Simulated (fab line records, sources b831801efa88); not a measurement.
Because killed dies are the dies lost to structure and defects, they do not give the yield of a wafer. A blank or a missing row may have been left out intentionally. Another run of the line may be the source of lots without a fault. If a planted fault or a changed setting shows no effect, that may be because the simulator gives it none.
fab line records | flow sky130 | part 1 of 2: steps 1 to 23 of 32
[record] lots = 5 | wafers = 15 | last-day = 50
route steps=708 shown VT_ADJUST_LVTN@109 VT_ADJUST_NCORE@119 VT_ADJUST_HVTR@131
lots that met no fault: from a run of the same line without faults
start-h: hours from the record's first day to the start of the lot's first wafer shown | wait-h: time in hours since the lot's previous step | " same as the row above | L1.1+2: several wafers, shown together as one row | - no value, or no start was given | * or withheld: withheld | < > ~ a bound
route shown NAME@n: a module of which the file shows steps, and the number in the route of the first | usual: mean/standard deviation taken from wafers without a fault | same: alike in all rows | chamber/n: place in a boat | sites: readings site by site | _std_site: the standard deviation of these | _edge_site: the outer-site mean with the inner-site mean subtracted | radius-mm: for every site, how far away it sits from the centre of the wafer | mask NAME#n: copy n | behind: the tool/chamber that last shaped the wafer | hold: cause of the lot's hold/its duration in hours/its outcome | device: the transistor (n, p or np) that didn't switch | end of line: tests of these same wafers at the route's end | step lacking rows: just its recipe | killed: dies that structure and defects cost at the first sort, which is not the same as the wafer's yield | map: per-die view of a wafer (x killed, . not killed, _ where there is no die)
set.NAME: the setting as run; set.NAME@STEP: as run at that earlier step | model.NAME: the simulator's own value behind a step, which no gauge read
certain route steps with their lots: each step a table, each wafer a row
services: when a tool's chamber went out of use (start-h, in hours from the record's first day, below 0 if earlier), for how many hours, and the reason
[[steps]]
[step SKY_VT_ADJUST_LVTN_HMDS_12]
[recipe] prime-time-s = 60 | prime-temp-c = 120
[usual] chill-plate-temp-C = 22.98/0.11
lot.wafer | tool           | chamber | start-h | wait-h | chill-plate-temp-C
L080.1    | litho-track-01 | 0       | 198.86  | 0.1    | 23.00
L080.3    | "              | 0       | "       | "      | 22.99
L080.4    | "              | 0       | "       | "      | 22.99
L082.2    | litho-track-02 | 0       | 207.32  | 0.1    | 22.88
L082.3    | "              | 0       | "       | "      | 22.94
L082.6    | "              | 0       | "       | "      | 22.87
L083.1    | litho-track-01 | 0       | 211.31  | 0.1    | 22.95
L083.2    | "              | 0       | "       | "      | 22.96
L083.3    | "              | 0       | "       | "      | 22.91
L087.1    | litho-track-03 | 0       | 241.18  | 0.1    | 22.93
L087.2    | "              | 0       | "       | "      | 22.92
L087.6    | "              | 0       | "       | "      | 22.96
L097.1    | litho-track-01 | 0       | 302.31  | 0.1    | 22.92
L097.5    | "              | 0       | "       | "      | 22.86
L097.6    | "              | 0       | "       | "      | 22.93
[step SKY_VT_ADJUST_LVTN_COAT_13]
[recipe] resist = NOVOLAK | spin-rpm = 3000 | resist-thk-nm = 1140
[usual] chill-plate-temp-C = 23.01/0.12
lot.wafer | tool           | chamber | start-h | wait-h | chill-plate-temp-C
L080.1    | litho-track-01 | 0       | 199.01  | 0.1    | 23.01
L080.3    | "              | 0       | "       | "      | 23.08
L080.4    | "              | 0       | "       | "      | 23.12
L082.2    | litho-track-02 | 0       | 207.47  | 0.1    | 22.84
L082.3    | "              | 0       | "       | "      | 22.84
L082.6    | "              | 0       | "       | "      | 22.84
L083.1    | litho-track-01 | 0       | 211.46  | 0.1    | 23.08
L083.2    | "              | 0       | "       | "      | 23.04
L083.3    | "              | 0       | "       | "      | 23.21
L087.1    | litho-track-03 | 0       | 241.33  | 0.1    | 23.08
L087.2    | "              | 0       | "       | "      | 23.04
L087.6    | "              | 0       | "       | "      | 22.99
L097.1    | litho-track-01 | 0       | 302.46  | 0.1    | 23.14
L097.5    | "              | 0       | "       | "      | 23.15
L097.6    | "              | 0       | "       | "      | 22.99
[step SKY_VT_ADJUST_LVTN_SOFTBAKE_14]
[recipe] temp-c = 90 | time-s = 60 | resist = NOVOLAK
[usual] chill-plate-temp-C = 23.01/0.11 | heater-power-total-W = 56.59/0.048
[same] time-s = 60
lot.wafer | tool           | chamber | start-h | wait-h | chill-plate-temp-C | heater-power-total-W
L080.1    | litho-track-01 | 0       | 199.16  | 0.1    | 23.10              | 56.66
L080.3    | "              | 0       | "       | "      | 22.97              | 56.58
L080.4    | "              | 0       | "       | "      | 23.01              | 56.63
L082.2    | litho-track-02 | 0       | 207.62  | 0.1    | 23.11              | 56.57
L082.3    | "              | 0       | "       | "      | 23.18              | 56.61
L082.6    | "              | 0       | "       | "      | 23.06              | 56.60
L083.1    | litho-track-01 | 0       | 211.61  | 0.1    | 22.97              | 56.59
L083.2    | "              | 0       | "       | "      | 23.09              | 56.57
L083.3    | "              | 0       | "       | "      | 22.90              | 56.59
L087.1    | litho-track-03 | 0       | 241.48  | 0.1    | 23.02              | 56.59
L087.2    | "              | 0       | "       | "      | 23.00              | 56.53
L087.6    | "              | 0       | "       | "      | 22.86              | 56.60
L097.1    | litho-track-01 | 0       | 302.61  | 0.1    | 22.90              | 56.56
L097.5    | "              | 0       | "       | "      | 23.02              | 56.64
L097.6    | "              | 0       | "       | "      | 23.10              | 56.66
[step SKY_VT_ADJUST_LVTN_EXPOSE_15]
[recipe] mask-id = HVN_STD_DERIVED | na = 0.6 | source-shape = conventional | sigma-outer = 0.6 | polarization = unpolarized | target-cd-nm = 600 | dose-mj = 163
[usual] reticle-temp-C = 23.02/0.11
lot.wafer | tool             | chamber | start-h | wait-h | mask              | reticle-temp-C
L080.1    | iline-stepper-01 | 0       | -       | -      | HVN_STD_DERIVED#0 | 22.88
L080.3    | "                | 0       | "       | "      | HVN_STD_DERIVED#0 | 22.92
L080.4    | "                | 0       | "       | "      | HVN_STD_DERIVED#0 | 22.99
L082.2    | iline-stepper-02 | 0       | -       | -      | HVN_STD_DERIVED#0 | 22.85
L082.3    | "                | 0       | "       | "      | HVN_STD_DERIVED#0 | 23.05
L082.6    | "                | 0       | "       | "      | HVN_STD_DERIVED#0 | 22.87
L083.1    | iline-stepper-01 | 0       | -       | -      | HVN_STD_DERIVED#0 | 23.01
L083.2    | "                | 0       | "       | "      | HVN_STD_DERIVED#0 | 22.91
L083.3    | "                | 0       | "       | "      | HVN_STD_DERIVED#0 | 23.07
L087.1    | iline-stepper-02 | 0       | -       | -      | HVN_STD_DERIVED#0 | 23.10
L087.2    | "                | 0       | "       | "      | HVN_STD_DERIVED#0 | 23.15
L087.6    | "                | 0       | "       | "      | HVN_STD_DERIVED#0 | 23.32
L097.1    | iline-stepper-02 | 0       | -       | -      | HVN_STD_DERIVED#0 | 23.13
L097.5    | "                | 0       | "       | "      | HVN_STD_DERIVED#0 | 23.11
L097.6    | "                | 0       | "       | "      | HVN_STD_DERIVED#0 | 23.18
[step SKY_VT_ADJUST_LVTN_PEB_16]
[recipe] temp-c = withheld | time-s = * | resist = NOVOLAK
[usual] chill-plate-temp-C = *
[same] time-s = *
lot.wafer | tool           | chamber | start-h | wait-h | chill-plate-temp-C
L080.1    | litho-track-03 | 0       | -       | -      | *
L080.3    | "              | 0       | "       | "      | *
L080.4    | "              | 0       | "       | "      | *
L082.2    | litho-track-03 | 0       | -       | -      | *
L082.3    | "              | 0       | "       | "      | *
L082.6    | "              | 0       | "       | "      | *
L083.1    | litho-track-02 | 0       | -       | -      | *
L083.2    | "              | 0       | "       | "      | *
L083.3    | "              | 0       | "       | "      | *
L087.1    | litho-track-03 | 0       | -       | -      | *
L087.2    | "              | 0       | "       | "      | *
L087.6    | "              | 0       | "       | "      | *
L097.1    | litho-track-02 | 0       | -       | -      | *
L097.5    | "              | 0       | "       | "      | *
L097.6    | "              | 0       | "       | "      | *
[step SKY_VT_ADJUST_LVTN_DEVELOP_17]
[recipe] resist = NOVOLAK | developer = TMAH | develop-time-s = 60 | dev-temp-c = 23
[usual] chill-plate-temp-C = 23.01/0.11
lot.wafer | tool           | chamber | start-h | wait-h | chill-plate-temp-C
L080.1    | litho-track-03 | 0       | 209.53  | 0.1    | 22.91
L080.3    | "              | 0       | "       | "      | 23.19
L080.4    | "              | 0       | "       | "      | 23.05
L082.2    | litho-track-03 | 0       | 217.51  | 0.1    | 22.85
L082.3    | "              | 0       | "       | "      | 22.89
L082.6    | "              | 0       | "       | "      | 22.98
L083.1    | litho-track-02 | 0       | 222.75  | 0.1    | 23.02
L083.2    | "              | 0       | "       | "      | 23.14
L083.3    | "              | 0       | "       | "      | 22.91
L087.1    | litho-track-03 | 0       | 253.58  | 0.1    | 23.02
L087.2    | "              | 0       | "       | "      | 23.06
L087.6    | "              | 0       | "       | "      | 23.25
L097.1    | litho-track-02 | 0       | 315.15  | 0.1    | 22.95
L097.5    | "              | 0       | "       | "      | 22.76
L097.6    | "              | 0       | "       | "      | 22.87
[step SKY_VT_ADJUST_LVTN_OVL_MEAS_18]
[usual] VT_ADJUST_LVTN_01_OVL = -0.3/1.4
lot.wafer | tool       | chamber | start-h | wait-h | VT_ADJUST_LVTN_01_OVL[nm]
L080.1    | overlay-01 | -       | 209.68  | 0.1    | -2.4
L080.3    | "          | -       | "       | "      | 0.7
L080.4    | "          | -       | "       | "      | -2.2
L082.2    | overlay-02 | -       | 217.64  | 0.1    | -2.7
L082.3    | "          | -       | "       | "      | -1.5
L082.6    | "          | -       | "       | "      | -2.0
L083.1    | overlay-02 | -       | 222.90  | 0.1    | 0.5
L083.2    | "          | -       | "       | "      | 1.5
L083.3    | "          | -       | "       | "      | 0.3
L087.1    | overlay-01 | -       | 253.73  | 0.1    | 0.9
L087.2    | "          | -       | "       | "      | -0.5
L087.6    | "          | -       | "       | "      | 1.2
L097.1    | overlay-02 | -       | 315.30  | 0.1    | -1.3
L097.5    | "          | -       | "       | "      | 2.0
L097.6    | "          | -       | "       | "      | 2.5
[step SKY_VT_ADJUST_LVTN_IMPLANT_19]
[recipe] species = B | energy-kev = 30 | dose-cm2 = 6.5e+11 | tilt-deg = withheld
[usual] beam-on-s = 9.99/0.2
lot.wafer | tool         | chamber | start-h | wait-h | beam-on-s
L080.1    | implanter-01 | 0       | 209.72  | 0.0    | 9.99
L080.3    | "            | 0       | "       | "      | 9.71
L080.4    | "            | 0       | "       | "      | 9.83
L082.2    | implanter-04 | 0       | 217.69  | 0.0    | 10.03
L082.3    | "            | 0       | "       | "      | 10.25
L082.6    | "            | 0       | "       | "      | 9.98
L083.1    | implanter-04 | 0       | 222.93  | 0.0    | 9.84
L083.2    | "            | 0       | "       | "      | 9.77
L083.3    | "            | 0       | "       | "      | 10.09
L087.1    | implanter-04 | 0       | 253.77  | 0.0    | 10.08
L087.2    | "            | 0       | "       | "      | 10.16
L087.6    | "            | 0       | "       | "      | 10.22
L097.1    | implanter-04 | 0       | 315.33  | 0.0    | 10.23
L097.5    | "            | 0       | "       | "      | 10.01
L097.6    | "            | 0       | "       | "      | 10.19
[step SKY_VT_ADJUST_LVTN_STRIP_20]
[recipe] chemistry = O2/N2 | power-w = 1400 | pressure-mtorr = 1500 | platen-temp-c = withheld | o2-flow-sccm = 3000 | n2-flow-sccm = 300 | overash-fraction = 0.5
[usual] drypump-motor-current-A = 5.73/0.15 | oes-product-au = 0.715/0.0047 | strip-time-to-endpoint-s = 14.19/0.045
lot.wafer | tool            | chamber | start-h | wait-h | drypump-motor-current-A | oes-product-au | rf-hours-counter-h | strip-time-to-endpoint-s
L080.1    | plasma-asher-03 | 1       | 209.87  | 0.1    | 5.87                    | 0.711          | 9                  | 14.24
L080.3    | "               | 1       | "       | "      | 5.85                    | 0.708          | -                  | 14.20
L080.4    | "               | 0       | "       | "      | 5.74                    | 0.721          | -                  | 14.21
L082.2    | plasma-asher-02 | 0       | 217.82  | 0.1    | 5.80                    | 0.715          | 54                 | 14.20
L082.3    | "               | 1       | "       | "      | 5.86                    | 0.714          | -                  | 14.25
L082.6    | "               | 0       | "       | "      | 5.82                    | 0.725          | -                  | 14.23
L083.1    | plasma-asher-03 | 1       | 223.08  | 0.1    | 5.85                    | 0.716          | 10                 | 14.26
L083.2    | "               | 0       | "       | "      | 5.75                    | 0.709          | 10                 | 14.25
L083.3    | "               | 1       | "       | "      | 5.86                    | 0.714          | -                  | 14.22
L087.1    | plasma-asher-02 | 1       | 253.92  | 0.1    | 5.84                    | 0.708          | 57                 | 14.18
L087.2    | "               | 0       | "       | "      | 5.81                    | 0.722          | 57                 | 14.20
L087.6    | "               | 0       | "       | "      | 5.82                    | 0.710          | -                  | 14.19
L097.1    | plasma-asher-03 | 1       | 315.48  | 0.1    | 5.84                    | 0.713          | 19                 | 14.22
L097.5    | "               | 1       | "       | "      | 5.83                    | 0.716          | -                  | 14.21
L097.6    | "               | 0       | "       | "      | 5.73                    | 0.714          | -                  | 14.24
[step SKY_VT_ADJUST_LVTN_TW_MEAS_21]
[usual] VT_ADJUST_LVTN_2_TW = 187.9/1.8
lot.wafer | tool          | chamber | start-h | wait-h | VT_ADJUST_LVTN_2_TW
L080.1    | film-metro-04 | -       | 209.97  | 0.1    | 187.1
L080.3    | "             | -       | "       | "      | 188.8
L080.4    | "             | -       | "       | "      | 187.3
L082.2    | film-metro-04 | -       | 217.93  | 0.1    | 187.8
L082.3    | "             | -       | "       | "      | 187.2
L082.6    | "             | -       | "       | "      | 187.4
L083.1    | film-metro-01 | -       | 223.18  | 0.1    | 191.0
L083.2    | "             | -       | "       | "      | 189.8
L083.3    | "             | -       | "       | "      | 189.8
L087.1    | film-metro-04 | -       | 254.02  | 0.1    | 190.7
L087.2    | "             | -       | "       | "      | 191.1
L087.6    | "             | -       | "       | "      | 190.8
L097.1    | film-metro-03 | -       | 315.58  | 0.1    | 186.8
L097.5    | "             | -       | "       | "      | 186.5
L097.6    | "             | -       | "       | "      | 187.3
[step SKY_VT_ADJUST_NCORE_DEHYDRATE_00]
[recipe] temp-c = 200 | time-s = 60
[usual] chill-plate-temp-C = 22.98/0.097 | heater-power-total-W = 160.37/0.13
[same] time-s = 60
lot.wafer | tool           | chamber | start-h | wait-h | chill-plate-temp-C | heater-power-total-W
L080.1    | litho-track-03 | 0       | 220.03  | 10.1   | 22.93              | 160.48
L080.3    | "              | 0       | "       | "      | 22.95              | 160.12
L080.4    | "              | 0       | "       | "      | 22.85              | 160.26
L082.2    | litho-track-03 | 0       | 229.11  | 11.2   | 23.06              | 160.53
L082.3    | "              | 0       | "       | "      | 23.06              | 160.45
L082.6    | "              | 0       | "       | "      | 23.01              | 160.36
L083.1    | litho-track-01 | 0       | 233.61  | 10.4   | 22.91              | 160.43
L083.2    | "              | 0       | "       | "      | 23.05              | 160.20
L083.3    | "              | 0       | "       | "      | 23.08              | 160.20
L087.1    | litho-track-01 | 0       | 265.01  | 11.0   | 23.03              | 160.25
L087.2    | "              | 0       | "       | "      | 22.88              | 160.41
L087.6    | "              | 0       | "       | "      | 22.91              | 160.31
L097.1    | litho-track-01 | 0       | 328.66  | 13.1   | 22.90              | 160.37
L097.5    | "              | 0       | "       | "      | 23.04              | 160.29
L097.6    | "              | 0       | "       | "      | 22.96              | 160.28
[step SKY_VT_ADJUST_NCORE_HMDS_01]
[recipe] prime-time-s = 60 | prime-temp-c = 120
[usual] chill-plate-temp-C = 23.00/0.12
lot.wafer | tool           | chamber | start-h | wait-h | chill-plate-temp-C
L080.1    | litho-track-03 | 0       | 220.18  | 0.1    | 23.13
L080.3    | "              | 0       | "       | "      | 23.26
L080.4    | "              | 0       | "       | "      | 23.18
L082.2    | litho-track-03 | 0       | 229.26  | 0.1    | 22.88
L082.3    | "              | 0       | "       | "      | 22.87
L082.6    | "              | 0       | "       | "      | 22.98
L083.1    | litho-track-01 | 0       | 233.76  | 0.1    | 23.03
L083.2    | "              | 0       | "       | "      | 22.89
L083.3    | "              | 0       | "       | "      | 22.98
L087.1    | litho-track-01 | 0       | 265.16  | 0.1    | 23.06
L087.2    | "              | 0       | "       | "      | 23.08
L087.6    | "              | 0       | "       | "      | 23.02
L097.1    | litho-track-01 | 0       | 328.81  | 0.1    | 22.96
L097.5    | "              | 0       | "       | "      | 22.90
L097.6    | "              | 0       | "       | "      | 22.84
[step SKY_VT_ADJUST_NCORE_COAT_02]
[recipe] resist = NOVOLAK | spin-rpm = 3000 | resist-thk-nm = 1140
[usual] chill-plate-temp-C = 23.00/0.1
lot.wafer | tool           | chamber | start-h | wait-h | chill-plate-temp-C
L080.1    | litho-track-03 | 0       | 220.33  | 0.1    | 22.87
L080.3    | "              | 0       | "       | "      | 23.05
L080.4    | "              | 0       | "       | "      | 23.09
L082.2    | litho-track-03 | 0       | 229.41  | 0.1    | 22.91
L082.3    | "              | 0       | "       | "      | 22.96
L082.6    | "              | 0       | "       | "      | 22.99
L083.1    | litho-track-01 | 0       | 233.91  | 0.1    | 23.13
L083.2    | "              | 0       | "       | "      | 22.95
L083.3    | "              | 0       | "       | "      | 23.00
L087.1    | litho-track-01 | 0       | 265.31  | 0.1    | 23.20
L087.2    | "              | 0       | "       | "      | 23.19
L087.6    | "              | 0       | "       | "      | 22.90
L097.1    | litho-track-01 | 0       | 328.96  | 0.1    | 22.94
L097.5    | "              | 0       | "       | "      | 22.90
L097.6    | "              | 0       | "       | "      | 22.81
[step SKY_VT_ADJUST_NCORE_SOFTBAKE_03]
[recipe] temp-c = 90 | time-s = 60 | resist = NOVOLAK
[usual] chill-plate-temp-C = 23.00/0.11 | heater-power-total-W = 56.60/0.048
[same] time-s = 60
lot.wafer | tool           | chamber | start-h | wait-h | chill-plate-temp-C | heater-power-total-W
L080.1    | litho-track-03 | 0       | 220.48  | 0.1    | 23.09              | 56.58
L080.3    | "              | 0       | "       | "      | 23.05              | 56.62
L080.4    | "              | 0       | "       | "      | 23.00              | 56.57
L082.2    | litho-track-03 | 0       | 229.56  | 0.1    | 23.02              | 56.61
L082.3    | "              | 0       | "       | "      | 22.63              | 56.60
L082.6    | "              | 0       | "       | "      | 22.80              | 56.63
L083.1    | litho-track-01 | 0       | 234.06  | 0.1    | 23.07              | 56.58
L083.2    | "              | 0       | "       | "      | 22.88              | 56.55
L083.3    | "              | 0       | "       | "      | 22.98              | 56.59
L087.1    | litho-track-01 | 0       | 265.46  | 0.1    | 22.89              | 56.62
L087.2    | "              | 0       | "       | "      | 22.79              | 56.66
L087.6    | "              | 0       | "       | "      | 23.07              | 56.66
L097.1    | litho-track-01 | 0       | 329.11  | 0.1    | 23.01              | 56.52
L097.5    | "              | 0       | "       | "      | 22.91              | 56.60
L097.6    | "              | 0       | "       | "      | 22.96              | 56.55
[step SKY_VT_ADJUST_NCORE_EXPOSE_04]
[recipe] mask-id = LVTN_COMPLEMENT_THIN | na = 0.6 | source-shape = conventional | sigma-outer = 0.6 | polarization = unpolarized | target-cd-nm = 380 | dose-mj = 139
[usual] reticle-temp-C = 23.01/0.096
lot.wafer | tool             | chamber | start-h | wait-h | mask                   | reticle-temp-C
L080.1    | iline-stepper-02 | 0       | -       | -      | LVTN_COMPLEMENT_THIN#0 | 23.04
L080.3    | "                | 0       | "       | "      | LVTN_COMPLEMENT_THIN#0 | 22.97
L080.4    | "                | 0       | "       | "      | LVTN_COMPLEMENT_THIN#0 | 23.17
L082.2    | iline-stepper-02 | 0       | -       | -      | LVTN_COMPLEMENT_THIN#0 | 23.14
L082.3    | "                | 0       | "       | "      | LVTN_COMPLEMENT_THIN#0 | 22.92
L082.6    | "                | 0       | "       | "      | LVTN_COMPLEMENT_THIN#0 | 22.95
L083.1    | iline-stepper-01 | 0       | -       | -      | LVTN_COMPLEMENT_THIN#0 | 23.12
L083.2    | "                | 0       | "       | "      | LVTN_COMPLEMENT_THIN#0 | 22.94
L083.3    | "                | 0       | "       | "      | LVTN_COMPLEMENT_THIN#0 | 22.94
L087.1    | iline-stepper-02 | 0       | -       | -      | LVTN_COMPLEMENT_THIN#0 | 22.94
L087.2    | "                | 0       | "       | "      | LVTN_COMPLEMENT_THIN#0 | 23.11
L087.6    | "                | 0       | "       | "      | LVTN_COMPLEMENT_THIN#0 | 23.07
L097.1    | iline-stepper-01 | 0       | -       | -      | LVTN_COMPLEMENT_THIN#0 | 22.93
L097.5    | "                | 0       | "       | "      | LVTN_COMPLEMENT_THIN#0 | 22.92
L097.6    | "                | 0       | "       | "      | LVTN_COMPLEMENT_THIN#0 | 22.83
[step SKY_VT_ADJUST_NCORE_PEB_05]
[recipe] temp-c = withheld | time-s = * | resist = NOVOLAK
[usual] chill-plate-temp-C = *
[same] time-s = *
lot.wafer | tool           | chamber | start-h | wait-h | chill-plate-temp-C
L080.1    | litho-track-03 | 0       | -       | -      | *
L080.3    | "              | 0       | "       | "      | *
L080.4    | "              | 0       | "       | "      | *
L082.2    | litho-track-01 | 0       | -       | -      | *
L082.3    | "              | 0       | "       | "      | *
L082.6    | "              | 0       | "       | "      | *
L083.1    | litho-track-01 | 0       | -       | -      | *
L083.2    | "              | 0       | "       | "      | *
L083.3    | "              | 0       | "       | "      | *
L087.1    | litho-track-03 | 0       | -       | -      | *
L087.2    | "              | 0       | "       | "      | *
L087.6    | "              | 0       | "       | "      | *
L097.1    | litho-track-01 | 0       | -       | -      | *
L097.5    | "              | 0       | "       | "      | *
L097.6    | "              | 0       | "       | "      | *
[step SKY_VT_ADJUST_NCORE_DEVELOP_06]
[recipe] resist = NOVOLAK | developer = TMAH | develop-time-s = 60 | dev-temp-c = 23
[usual] chill-plate-temp-C = 22.98/0.11
lot.wafer | tool           | chamber | start-h | wait-h | chill-plate-temp-C
L080.1    | litho-track-03 | 0       | 231.83  | 0.1    | 22.95
L080.3    | "              | 0       | "       | "      | 23.17
L080.4    | "              | 0       | "       | "      | 23.07
L082.2    | litho-track-01 | 0       | 239.74  | 0.1    | 22.98
L082.3    | "              | 0       | "       | "      | 22.93
L082.6    | "              | 0       | "       | "      | 22.93
L083.1    | litho-track-01 | 0       | 245.51  | 0.1    | 22.87
L083.2    | "              | 0       | "       | "      | 22.95
L083.3    | "              | 0       | "       | "      | 22.95
L087.1    | litho-track-03 | 0       | 277.48  | 0.1    | 23.09
L087.2    | "              | 0       | "       | "      | 22.91
L087.6    | "              | 0       | "       | "      | 23.01
L097.1    | litho-track-01 | 0       | 341.86  | 0.1    | 23.01
L097.5    | "              | 0       | "       | "      | 22.88
L097.6    | "              | 0       | "       | "      | 22.94
[step SKY_VT_ADJUST_NCORE_CD_MEAS_07]
[recipe] target-cd-nm = 380
[usual] cd-nm = 379.4/2.9
lot.wafer | tool      | chamber | start-h | wait-h | cd-nm
L080.1    | cd-sem-01 | -       | 231.98  | 0.1    | 379.7
L080.3    | "         | -       | "       | "      | 376.7
L080.4    | "         | -       | "       | "      | 380.5
L082.2    | cd-sem-02 | -       | 239.88  | 0.1    | 378.2
L082.3    | "         | -       | "       | "      | 379.4
L082.6    | "         | -       | "       | "      | 380.7
L083.1    | cd-sem-01 | -       | 245.66  | 0.1    | 378.9
L083.2    | "         | -       | "       | "      | 380.3
L083.3    | "         | -       | "       | "      | 379.7
L087.1    | cd-sem-02 | -       | 277.63  | 0.1    | 383.8
L087.2    | "         | -       | "       | "      | 383.3
L087.6    | "         | -       | "       | "      | 381.0
L097.1    | cd-sem-02 | -       | 342.01  | 0.1    | 375.5
L097.5    | "         | -       | "       | "      | 372.5
L097.6    | "         | -       | "       | "      | 376.0
[step SKY_VT_ADJUST_NCORE_OVL_MEAS_08]
[usual] VT_ADJUST_NCORE_OVL = -0.8/1.1
lot.wafer | tool       | chamber | start-h | wait-h | VT_ADJUST_NCORE_OVL[nm]
L080.1    | overlay-02 | -       | 232.10  | 0.1    | -1.3
L080.3    | "          | -       | "       | "      | -1.1
L080.4    | "          | -       | "       | "      | -1.3
L082.2    | overlay-02 | -       | 239.99  | 0.1    | -0.6
L082.3    | "          | -       | "       | "      | -0.3
L082.6    | "          | -       | "       | "      | 0.3
L083.1    | overlay-01 | -       | 245.78  | 0.1    | -2.2
L083.2    | "          | -       | "       | "      | -1.5
L083.3    | "          | -       | "       | "      | 0.3
L087.1    | overlay-01 | -       | 277.75  | 0.1    | -1.1
L087.2    | "          | -       | "       | "      | -1.0
L087.6    | "          | -       | "       | "      | -2.6
L097.1    | overlay-01 | -       | 342.13  | 0.1    | -2.2
L097.5    | "          | -       | "       | "      | 0.0
L097.6    | "          | -       | "       | "      | -2.1
[step SKY_VT_ADJUST_NCORE_IMPLANT_09]
[recipe] species = B | energy-kev = 10 | dose-cm2 = 2.4e+12 | tilt-deg = withheld
[usual] beam-on-s = 10.02/0.21
lot.wafer | tool         | chamber | start-h | wait-h | beam-on-s
L080.1    | implanter-01 | 0       | 232.14  | 0.0    | 9.76
L080.3    | "            | 0       | "       | "      | 9.99
L080.4    | "            | 0       | "       | "      | 9.50
L082.2    | implanter-03 | 0       | 240.04  | 0.0    | 10.46
L082.3    | "            | 0       | "       | "      | 9.91
L082.6    | "            | 0       | "       | "      | 9.95
L083.1    | implanter-03 | 0       | 245.82  | 0.0    | 10.11
L083.2    | "            | 0       | "       | "      | 10.02
L083.3    | "            | 0       | "       | "      | 9.80
L087.1    | implanter-04 | 0       | 277.79  | 0.0    | 10.15
L087.2    | "            | 0       | "       | "      | 9.96
L087.6    | "            | 0       | "       | "      | 10.01
L097.1    | implanter-03 | 0       | 342.17  | 0.0    | 9.83
L097.5    | "            | 0       | "       | "      | 10.06
L097.6    | "            | 0       | "       | "      | 9.52
[step SKY_VT_ADJUST_NCORE_STRIP_10]
[recipe] chemistry = O2/N2 | power-w = 1400 | pressure-mtorr = 1500 | platen-temp-c = withheld | o2-flow-sccm = 3000 | n2-flow-sccm = 300 | overash-fraction = 0.5
[usual] drypump-motor-current-A = 5.90/0.22 | oes-product-au = 0.715/0.0051 | strip-time-to-endpoint-s = 14.20/0.04
lot.wafer | tool            | chamber | start-h | wait-h | drypump-motor-current-A | oes-product-au | rf-hours-counter-h | strip-time-to-endpoint-s
L080.1    | plasma-asher-03 | 0       | 232.29  | 0.1    | 5.72                    | 0.709          | 11                 | 14.19
L080.3    | "               | 1       | "       | "      | 5.81                    | 0.717          | -                  | 14.23
L080.4    | "               | 0       | "       | "      | 5.74                    | 0.721          | -                  | 14.21
L082.2    | plasma-asher-04 | 1       | 240.17  | 0.1    | 6.36                    | 0.724          | 41                 | 14.22
L082.3    | "               | 1       | "       | "      | 6.35                    | 0.717          | -                  | 14.18
L082.6    | "               | 1       | "       | "      | 6.38                    | 0.720          | -                  | 14.23
L083.1    | plasma-asher-04 | 1       | 245.97  | 0.1    | 6.36                    | 0.721          | 41                 | 14.22
L083.2    | "               | 0       | "       | "      | 5.71                    | 0.726          | 41                 | 14.16
L083.3    | "               | 1       | "       | "      | 6.34                    | 0.712          | -                  | 14.17
L087.1    | plasma-asher-02 | 1       | 277.94  | 0.1    | 5.85                    | 0.723          | 60                 | 14.23
L087.2    | "               | 0       | "       | "      | 5.81                    | 0.711          | 60                 | 14.22
L087.6    | "               | 1       | "       | "      | 5.86                    | 0.717          | -                  | 14.21
L097.1    | plasma-asher-02 | 1       | 342.32  | 0.1    | 5.86                    | 0.720          | 66                 | 14.24
L097.5    | "               | 0       | "       | "      | 5.83                    | 0.718          | -                  | 14.25
L097.6    | "               | 1       | "       | "      | 5.83                    | 0.717          | -                  | 14.27
[step SKY_VT_ADJUST_NCORE_TW_MEAS_11]
[usual] VT_ADJUST_NCORE_TW = 219.6/1.3
lot.wafer | tool          | chamber | start-h | wait-h | VT_ADJUST_NCORE_TW
L080.1    | film-metro-04 | -       | 232.39  | 0.1    | 219.6
L080.3    | "             | -       | "       | "      | 219.0
L080.4    | "             | -       | "       | "      | 219.4
L082.2    | film-metro-04 | -       | 240.28  | 0.1    | 221.7
L082.3    | "             | -       | "       | "      | 220.4
L082.6    | "             | -       | "       | "      | 221.9
L083.1    | film-metro-04 | -       | 246.07  | 0.1    | 221.0
L083.2    | "             | -       | "       | "      | 221.4
L083.3    | "             | -       | "       | "      | 220.0
L087.1    | film-metro-01 | -       | 278.04  | 0.1    | 221.0
L087.2    | "             | -       | "       | "      | 221.0
L087.6    | "             | -       | "       | "      | 221.5
L097.1    | film-metro-02 | -       | 342.43  | 0.1    | 217.8
L097.5    | "             | -       | "       | "      | 219.0
L097.6    | "             | -       | "       | "      | 216.5
[step SKY_VT_ADJUST_HVTR_DEHYDRATE_00]
[recipe] temp-c = 200 | time-s = 60
[usual] chill-plate-temp-C = 22.98/0.11 | heater-power-total-W = 160.36/0.12
[same] time-s = 60
lot.wafer | tool           | chamber | start-h | wait-h | chill-plate-temp-C | heater-power-total-W
L080.1    | litho-track-02 | 0       | 242.70  | 10.3   | 23.05              | 160.54
L080.3    | "              | 0       | "       | "      | 23.09              | 160.30
L080.4    | "              | 0       | "       | "      | 23.03              | 160.63
L082.2    | litho-track-02 | 0       | 251.52  | 11.2   | 22.99              | 160.56
L082.3    | "              | 0       | "       | "      | 22.89              | 160.61
L082.6    | "              | 0       | "       | "      | 22.74              | 160.20
L083.1    | litho-track-02 | 0       | 257.00  | 10.9   | 23.05              | 160.36
L083.2    | "              | 0       | "       | "      | 22.98              | 160.25
L083.3    | "              | 0       | "       | "      | 23.11              | 160.38
L087.1    | litho-track-02 | 0       | 289.45  | 11.4   | 23.07              | 160.38
L087.2    | "              | 0       | "       | "      | 23.17              | 160.59
L087.6    | "              | 0       | "       | "      | 22.93              | 160.39
L097.1    | litho-track-04 | 0       | 354.93  | 12.5   | 22.94              | 160.36
L097.5    | "              | 0       | "       | "      | 23.01              | 160.30
L097.6    | "              | 0       | "       | "      | 23.08              | 160.17
